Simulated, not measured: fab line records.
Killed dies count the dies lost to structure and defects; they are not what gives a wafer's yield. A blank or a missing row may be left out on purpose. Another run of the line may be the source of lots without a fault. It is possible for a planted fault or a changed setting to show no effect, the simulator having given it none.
Which tool is to blame? / flow gf180mcu / 7 lots, 21 wafers sampled, at 1 step of a route of 602

## WHAT THE GAUGES SHOWED, per wafer
GF_STI_CD_MEAS_12: target cd 220 nm.
lot=L584; measured=day 2 11:55; on=cd sem-02; cd nm (nm)=220.3 219.3 221.4
lot=L588; measured=day 3 09:40; on=cd sem-02; cd nm (nm)=218.4 218.3 218.1
lot=L590; measured=day 3 18:29; on=cd sem-01; cd nm (nm)=219.6 220.1 220.5
lot=L592; measured=day 4 04:52; on=cd sem-02; cd nm (nm)=219.3 218.0 220.5
lot=L595; measured=day 4 21:03; on=cd sem-02; cd nm (nm)=220.0 220.9 221.1
lot=L603; measured=day 6 13:17; on=cd sem-02; cd nm (nm)=219.5 219.9 218.5
lot=L605; measured=day 7 01:59; on=cd sem-01; cd nm (nm)=221.0 220.7 222.6

## WHICH TOOL RAN EACH LOT (tool, then ch and the chambers of the sampled wafers, then the start)
The record shows no process step preceding these readings.

## THE ANSWER, worked out from the rows above alone
Rule: usual is defined by the lots themselves. The widest of any qualifying gaps counts: lots, ordered by their means at a reading, are off when they make up no more than a third of the lots, leave a main group of 4 or more, and stand apart from it by 3 or more times the standard deviation of that group's means. A main group is skipped when, at the precision printed for the reading in the tables above, its means are all equal. A lot without any number at a reading at which 4 lots or more have one is off too. All remaining lots with rows at the step are treated as sound.
No lot is off at any reading shown: from this, nothing can be told.

## WHAT THE SIMULATOR PUT IN
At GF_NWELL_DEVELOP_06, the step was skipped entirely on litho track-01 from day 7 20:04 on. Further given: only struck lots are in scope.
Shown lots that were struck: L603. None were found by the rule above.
